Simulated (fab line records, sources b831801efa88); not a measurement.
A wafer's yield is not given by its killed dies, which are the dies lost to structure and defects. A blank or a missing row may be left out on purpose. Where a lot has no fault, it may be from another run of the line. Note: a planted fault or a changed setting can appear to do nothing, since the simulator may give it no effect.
Struck lot and sound lot, side by side ; flow sky130 ; 37 steps out of a route of 708
Sound: wafers L875.1, L875.2, L875.3. Wafers struck: L884.3, L884.5, L884.6. Last of all comes the cause.
For every step that has rows: the tool of each side, followed by ch and its chambers, followed by its first start. Under that, the readings that differ: sound wafers ; struck wafers ; difference of the means ; sigmas: that difference in standard deviations of wafers without a fault.
alike: a reading whose means differ by less than 2 such deviations, as well as words and numbers matching on both sides. not compared: withheld readings; readings where some wafer has no value; bounds like >300 that might hide an equal value; numbers whose values overlap and for which the record gives no deviation.
Wherever a step has rows on one side only, a row that says differs or no value, or a row with sigmas, the two part there. Non-overlapping numbers with no deviation appear without sigmas and do not part them. A reading missing from all wafers of one side parts the sides only when that side holds two or more wafers.

first, 10 steps without rows for these wafers: SKY_VIA3_CLEAN_18 (cleans in IPA, time 180 s); SKY_VIA3_CLEAN_19 (cleans in O3/DIW); SKY_VIA3_SPUTTER_20 (material TiN, target thk 20 nm, time 80 s); SKY_VIA3_CVD_21 (deposits W, target thk 390 nm, time 117.31 s); SKY_VIA3_CMP_24 (polishes, stops on SiO2, t overpolish 20 s, target thk 0 nm); SKY_METAL4_SPUTTER_00 (material Ti, target thk 15 nm, time 10 s); SKY_METAL4_SPUTTER_01 (material TiN, target thk 20 nm, time 16.7 s); SKY_METAL4_SPUTTER_02 (material AlCu, target thk 735 nm, time 39.1 s); SKY_METAL4_SPUTTER_03 (material Ti, target thk 5 nm, time 3.3 s); SKY_METAL4_SPUTTER_04 (material TiN, target thk 70 nm, time 58.3 s).
SKY_CAP2M_CVD_00: deposits SiO2, target thk 15.5 nm.
  sound on pecvd-02 ch 0,1, day 40 23:21; struck on pecvd-02 ch 0,1, day 43 14:22
reading;sound;struck;difference;sigmas
model.SiO2_of_CAP2M_CVD_00.thk-nm (nm);15.16 15.11 14.97;11.06 11.1 10.96;-4.04;
  alike: heater-power-w, rf-fwd-power-W
SKY_CAP2M_THK_MEAS_01:
  struck on film-metro-02, day 43 14:24; sound on film-metro-04, day 40 23:23
reading;sound;struck;difference;sigmas
CAP2M_CVD_00_THK (nm);15.18 15.07 14.99;11.09 11.12 10.92;-4.04;-15
then, 23 steps without rows for these wafers: SKY_CAP2M_SPUTTER_02 (material TiN, target thk 200 nm, time 166.7 s); SKY_CAP2M_DEHYDRATE_05 (time 60 s); SKY_CAP2M_HMDS_06 (prime time 60 s); SKY_CAP2M_COAT_07 (resist thk 1120 nm); SKY_CAP2M_SOFTBAKE_08 (time 60 s); SKY_CAP2M_EXPOSE_09 (exposes mask CAP2M, target cd 1000 nm); SKY_CAP2M_PEB_10; SKY_CAP2M_DEVELOP_11 (develop time 60 s); SKY_CAP2M_METAL_ETCH_13 (etches TiN in Cl2/BCl3, stops on SiO2, target depth 220 nm, time 62.9 s); SKY_CAP2M_STRIP_14 (strips in O2/N2); SKY_CAP2M_STRIP_15 (strips in post etch residue remover, time 1200 s); SKY_CAP2M_CLEAN_16 (cleans in IPA, time 180 s); SKY_CAP2M_CLEAN_17 (cleans in O3/DIW); SKY_METAL4_DEHYDRATE_05 (time 60 s); SKY_METAL4_HMDS_06 (prime time 60 s); SKY_METAL4_COAT_07 (resist thk 60 nm); SKY_METAL4_COAT_08 (resist thk 1140 nm); SKY_METAL4_SOFTBAKE_09 (time 90 s); SKY_METAL4_EXPOSE_10 (exposes mask MM4, target cd 300 nm); SKY_METAL4_PEB_11; SKY_METAL4_DEVELOP_12 (develop time 57.68 s); SKY_METAL4_DESCUM_15 (chemistry O2, time 8 s); SKY_METAL4_ETCH_16 (etches BARC in N2/H2, stops on SiO2, time 88.2 s, target depth 60 nm).
SKY_METAL4_ETCH_17: etches SiO2 in C4F8/O2/Ar, stops on TiN, time 3.9 s, target depth 15 nm.
  sound on rie-diel-03 ch 1,2,3, day 42 23:23; struck on rie-diel-03 ch 2,3, day 45 11:22
reading;sound;struck;difference;sigmas
oes-product-au (a.u.);0.743 0.743 0.745;0.650 0.641 0.644;-0.099;-13
model.etch.depth-nm (nm);15.16 15.11 14.97;11.06 11.1 10.96;-4.04;
  alike: bias-w, rf-fwd-power-W
  not compared: rf-hours-counter-h
-- the record jumps here: 4 days lie between the struck wafers' starts before and after (it left off in module METAL4 and takes up again in module PAD_OPEN, whose first step shown is number 708 of the route) --
SKY_PAD_OPEN_PROBE_99:
  struck on prober-01, day 49 02:34; sound on prober-01, day 46 21:22
reading;sound;struck;difference;sigmas
model.etest.tester.sort-n-pass;414 401 402;32 14 10;-387;
model.etest.tester.sort_bin_5_pct (%);10.37 10.77 11.79;87.2 89.02 92.48;+78.6;
model.etest.tester.sort-yield-pct (%);84.15 81.5 81.71;6.504 2.846 2.033;-78.659;
model.etest.cap-mim2.bv-v (V);13.67 13.56 13.43;10.14 10.03 9.944;-3.52;
model.etest.cap-mim2.leak-log10-a-cm2;-8.89 -8.573 -8.804;-7.565 -7.407 -7.465;+1.277;
model.etest.cap-mim2.c-ff-um2;2.392 2.383 2.424;3.25 3.277 3.313;+0.88;
model.etest.tester.sort_bin_8_pct (%);0 0 0;1.768e-08 5.91e-10 1.869e-10;+6.153e-09;
  alike: defect-limited-yield, killed_at_M0_to_M3, killed_at_M4_up, killed-at-contacts, killed-at-front-end, killed-at-other, killed-dies, killed-open, killed-short
  not compared: model.etest.tester.sort_bin_4_pct

== WHERE THEY PART ==
Earliest at SKY_CAP2M_THK_MEAS_01; latest, in this record, at SKY_METAL4_ETCH_17. Later steps at which nothing parts them and some readings are alike: SKY_PAD_OPEN_PROBE_99.

WHY: the cause the simulator had injected
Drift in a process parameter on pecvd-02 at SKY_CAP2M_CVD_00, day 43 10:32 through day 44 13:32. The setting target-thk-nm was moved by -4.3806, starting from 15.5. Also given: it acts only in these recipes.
